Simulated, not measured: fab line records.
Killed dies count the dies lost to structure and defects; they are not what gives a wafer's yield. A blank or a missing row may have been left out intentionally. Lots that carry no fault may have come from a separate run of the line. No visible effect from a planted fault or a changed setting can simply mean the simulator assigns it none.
Comparing a struck lot with a sound one | flow sfqLine | 14 out of 325 route steps
Sound: these wafers, L791.1, L791.3, L791.6. Wafers L807.1, L807.2, L807.5 were the ones struck. The cause is given at the end.
For every step that has rows: the tool of each side, followed by ch and its chambers, followed by its first start. Under that, the readings that differ: sound wafers | struck wafers | difference of the means | sigmas: that difference in standard deviations of wafers without a fault.
alike: readings with means less than 2 such deviations apart, plus words and numbers identical on both sides. not compared: withheld readings, readings lacking a value on some wafer, bounds such as >300 that could conceal the same value, and numbers that have no deviation in the record and whose values overlap.
The two part at a step that has a row with sigmas, a row that says differs or no value, or rows on one side only. Numbers that have no deviation but don't overlap get no sigmas and don't part them. A reading that every wafer of one side lacks parts them only if that side has two wafers or more.

SFQ_TRILAYER_M1_BARC_OPEN_METAL_ETCH_054: etches BARC in O2, target depth 125 nm, time 41.7 s.
  sound on rieMetal-04 ch 0,1, day 17 04:14; struck on rieMetal-01 ch 0,1, day 24 15:53
  alike: drypumpMotorCurrentA, oesProductAu
  not compared: rfHoursCounterH
then, 1 step without rows for these wafers: SFQ_TRILAYER_M1_ETCH_METAL_ETCH_042 (etches Nb in Cl2/Ar, stops on SiO2, target depth 240 nm, time 120 s).
SFQ_TRILAYER_M1_STRIP_STRIP_043: strips in O2.
  sound on rieMetal-04 ch 0,1, day 17 04:25; struck on rieMetal-01 ch 0,1, day 24 16:04
  alike: drypumpMotorCurrentA, oesProductAu
  not compared: rfHoursCounterH
then, 1 step without rows for these wafers: SFQ_TRILAYER_M1_STRIP_SOLV_CLEAN_044 (cleans in NMP, time 600 s).
SFQ_TRILAYER_I1_DEP_PECVD_045: deposits SiO2 from SiH4/N2O, time 111.11 s, target thk 500 nm.
  sound on pecvd-02 ch 0,1,2, day 17 05:12; struck on pecvd-02 ch 0,2, day 24 16:51
  alike: heaterPowerW, throttleValvePct
SFQ_TRILAYER_I1_CMP_CMP_046: polishes SiO2.
  sound on cmp-02 ch 1,3, day 17 10:55; struck on cmp-02 ch 0,2,3, day 25 11:00
  alike: motorCurrentA, timeToEndpointS
SFQ_I1_BOW_MEAS_912:
  struck on filmMetro-01, day 25 13:00; sound on filmMetro-01, day 17 13:25
  alike: I1_BOW
SFQ_TRILAYER_I1_METRO_MEASURE_047:
  struck on filmMetro-01, day 25 13:07; sound on filmMetro-01, day 17 13:32
reading    | sound             | struck            | difference | sigmas
thkNm (nm) | 201.7 200.9 200.5 | 198.1 199.5 198.5 | -2.3       | -3
then, 4 steps without rows for these wafers: SFQ_TRILAYER_I1_VIA_LITHO_COAT_054 (resist thk 63.13 nm); SFQ_TRILAYER_I1_VIA_LITHO_COAT_049 (resist thk 650 nm); SFQ_TRILAYER_I1_VIA_LITHO_SOFTBAKE_053; SFQ_TRILAYER_I1_VIA_LITHO_EXPOSE_050 (exposes mask I1, target cd 500 nm).
SFQ_TRILAYER_I1_VIA_LITHO_PEB_052: peb time 60 s.
  struck on lithoTrack-04, day 25 19:32; sound on lithoTrack-03 ch 0, day 18 16:07
  no value came back on the struck wafers for chillPlateTempC (C), exhaustPa (Pa); on the sound wafers chillPlateTempC (C) reads 23.06 23.02 22.87
then, 1 step without rows for these wafers: SFQ_TRILAYER_I1_VIA_LITHO_DEVELOP_051 (time 60 s).

WHERE THEY PART
At SFQ_TRILAYER_I1_METRO_MEASURE_047 first; at SFQ_TRILAYER_I1_VIA_LITHO_PEB_052 last (within this record only).

WHY: what the simulator had put in
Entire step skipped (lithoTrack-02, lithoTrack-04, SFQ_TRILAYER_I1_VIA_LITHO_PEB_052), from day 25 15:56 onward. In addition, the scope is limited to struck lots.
